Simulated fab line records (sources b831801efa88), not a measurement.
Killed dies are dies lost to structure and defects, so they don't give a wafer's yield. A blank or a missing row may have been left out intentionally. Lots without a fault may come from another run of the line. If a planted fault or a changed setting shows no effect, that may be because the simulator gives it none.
Comparing a struck lot with a sound one    flow gf180mcu    19 steps out of a route of 602
Sound: wafers L504.4, L504.5, L504.6. Struck: wafers L523.1, L523.4, L523.5. The cause comes at the end.
Order at every step that has rows: each side's tool, ch and its chambers, its first start. Under that, the readings that differ: sound wafers    struck wafers    difference of the means    sigmas: that difference in standard deviations of wafers without a fault.
alike: readings whose means differ by less than 2 such deviations, and words and numbers that are the same on both sides. not compared: withheld readings, readings that some wafer has no value for, bounds like >300 that may hide the same value, and numbers for which the record gives no deviation and whose values overlap.
The two part at a step that has a row with sigmas, a row that says differs or no value, or rows on one side only. Numbers that don't overlap but have no deviation are shown without sigmas and don't part them. A reading missing from all wafers of one side parts the sides only when that side holds two or more wafers.

first, 2 steps without rows for these wafers: GF_M3_CLEAN_19 (cleans in DIW); GF_V3_CVD_00 (deposits SiO2, target thk 600 nm, time 100 s).
GF_V3_THK_MEAS_01:
  sound on film_metro-03 at day 21 11:22; struck on film_metro-04 at day 27 17:41
  alike: V3_CVD_00_THK
GF_V3_CVD_02: deposits SiO2 from TEOS, target thk 850 nm, time 94.851 s.
  sound on pecvd-03 ch 0,1,2, day 21 11:26; struck on pecvd-02 ch 0, day 27 17:44
  alike: heater_power_w
GF_V3_THK_MEAS_03:
  sound on film_metro-04 at day 21 11:30; struck on film_metro-01 at day 27 17:51
  alike: V3_CVD_02_THK
GF_V3_CMP_04: polishes SiO2.
  sound on cmp-02 ch 1,2, day 21 11:35; struck on cmp-02 ch 0,2,3, day 27 17:55
  alike: edge_zone_pressure_frac, motor_current_A, retaining_ring_pressure_frac, time_to_endpoint_s
GF_V3_BOW_MEAS_05:
  sound on film_metro-03 at day 21 11:53; struck on film_metro-03 at day 27 18:13
  alike: V3_BOW
then, 5 steps without rows for these wafers: GF_V3_DEHYDRATE_06 (time 60 s); GF_V3_HMDS_07 (prime time 60 s); GF_V3_COAT_08; GF_V3_COAT_09 (resist thk 1000 nm); GF_V3_SOFTBAKE_10 (time 60 s).
GF_V3_EXPOSE_11: exposes mask Via3, target cd 260 nm.
  sound on krf_scanner-01 ch 0, day 22 00:12; struck on krf_scanner-01 ch 0, day 28 03:49
reading                     sound                 struck             difference  sigmas
model.V3.overlay_x_nm (nm)  -2.633 -2.633 -2.633  25.73 25.73 25.73  +28.36      
  alike: mask, focus_offset_nm
then, 2 steps without rows for these wafers: GF_V3_PEB_12 (peb time 90 s); GF_V3_DEVELOP_13 (develop time 60 s).
GF_V3_CD_MEAS_14: the cd target is 260 nm.
  sound on cd_sem-02 at day 22 10:52; struck on cd_sem-02 at day 28 13:20
reading     sound              struck             difference  sigmas
cd_nm (nm)  259.4 257.9 260.0  261.0 262.2 262.4  +2.8        +2
GF_V3_OVL_MEAS_15:
  sound on overlay-01 at day 22 10:56; struck on overlay-02 at day 28 13:28
reading      sound   struck    difference  sigmas
V3_OVL (nm)  2 5 -3  32 28 32  +29         +5
GF_V3_ETCH_16: etches BARC in N2/H2.
  sound on rie_diel-04 ch 0,1,3, day 22 10:57; struck on rie_diel-02 ch 0,3, day 28 13:30
  alike: drypump_motor_current_A, oes_product_au, throttle_valve_pct
-- the record jumps here: 6 days lie between the struck wafers' starts before and after (it left off in module V3 and takes up again in module PASSIVATION, whose first step shown is number 602 of the route) --
GF_PASSIVATION_PROBE_99:
  record: rows for the struck wafers here (prober-02, day 34 02:32), none for the sound ones

== WHERE THEY PART ==
First at GF_V3_CD_MEAS_14; last, within this record, at GF_PASSIVATION_PROBE_99.

WHY: the cause the simulator had injected
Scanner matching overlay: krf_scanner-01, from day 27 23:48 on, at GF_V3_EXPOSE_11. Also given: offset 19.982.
